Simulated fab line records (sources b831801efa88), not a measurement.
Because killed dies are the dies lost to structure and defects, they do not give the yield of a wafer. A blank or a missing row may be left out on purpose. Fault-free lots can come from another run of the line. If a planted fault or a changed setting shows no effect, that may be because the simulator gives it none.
Comparing a struck lot with a sound one / flow gf180mcu / 15 steps out of a route of 602
Sound: these wafers, L249.1, L249.4, L249.6. Struck: wafer L260.1 (left out: L260.4, a lot-mate that was not struck); the cause follows at the end.
Per side, at each step with rows, come the tool, then ch with its chambers, and then its first start. Under that, the readings that differ: sound wafers / struck wafers / difference of the means / sigmas: that difference in standard deviations of wafers without a fault.
alike: readings whose means differ by less than 2 such deviations, and words and numbers that are the same on both sides. not compared: withheld readings, readings that some wafer has no value for, bounds like >300 that may hide the same value, and numbers for which the record gives no deviation and whose values overlap.
Wherever a step has rows on one side only, a row that says differs or no value, or a row with sigmas, the two part there. Non-overlapping numbers with no deviation appear without sigmas and do not part them. Lack of a reading on every wafer of one side parts them only where that side has two or more wafers.

first, 1 step without rows for these wafers: GF_V2_ETCH_16 (etches BARC in N2/H2).
GF_V2_ETCH_17: etches SiO2 in C4F8/O2/Ar, stops on TiN, target depth 630 nm.
  sound on rie diel-02 ch 0,1,3; struck on rie diel-02 ch 0
  alike: oes product au, rf fwd power W
then, 4 steps without rows for these wafers: GF_V2_STRIP_18 (strips in O2/N2); GF_V2_STRIP_19 (strips in post etch residue remover, time 1200 s); GF_V2_CLEAN_20 (cleans in DIW); GF_V2_SPUTTER_21 (material Ti, target thk 15 nm, time 80.02 s).
GF_V2_SPUTTER_22: material TiN, target thk 10 nm, time 40 s.
  sound on pvd sputter-04, day 20 02:19; struck on pvd sputter-04, day 24 07:31
  alike: throttle valve pct
GF_V2_CVD_23: deposits W, target thk 350 nm, time 104.94 s.
  sound on cvd w-01 ch 0, day 20 02:21; struck on cvd w-01 ch 1, day 24 07:33
  alike: heater power w
GF_V2_RS_MEAS_24: measures by four-point-probe.
  sound on film metro-02, day 20 02:28; struck on film metro-02, day 24 07:40
  alike: V2_W_RS
GF_V2_THK_MEAS_25: measures by xrf.
  sound on film metro-02, day 20 02:35; struck on film metro-02, day 24 07:47
  alike: V2_W_THK
then, 1 step without rows for these wafers: GF_V2_CMP_26 (polishes, stops on SiO2, t overpolish 15 s, target thk 0 nm).
GF_M3_SPUTTER_00: material Ti, target thk 37.5 nm, time 150 s.
  sound on pvd sputter-01, day 20 02:57; struck on pvd sputter-01, day 24 08:08
  alike: throttle valve pct
GF_M3_SPUTTER_01: material TiN, target thk 30 nm, time 25 s.
  sound on pvd sputter-01, day 20 03:03; struck on pvd sputter-01, day 24 08:14
reading=model.TiN_of_M3_SPUTTER_01.thk nm (nm); sound=29.96 30.07 29.75; struck=40.36; difference=+10.43; sigmas=
  alike: throttle valve pct
GF_M3_SPUTTER_02: material AlCu, target thk 450 nm, time 23.9 s.
  sound on pvd sputter-01, day 20 03:05; struck on pvd sputter-01, day 24 08:16
  alike: throttle valve pct
GF_PASSIVATION_PROBE_99:
  the record has rows for the sound wafers here (prober-02, day 28 19:54) and none for the struck ones

== WHERE THEY PART ==
Only at GF_PASSIVATION_PROBE_99, as far as this record shows.

WHY: the cause the simulator had injected
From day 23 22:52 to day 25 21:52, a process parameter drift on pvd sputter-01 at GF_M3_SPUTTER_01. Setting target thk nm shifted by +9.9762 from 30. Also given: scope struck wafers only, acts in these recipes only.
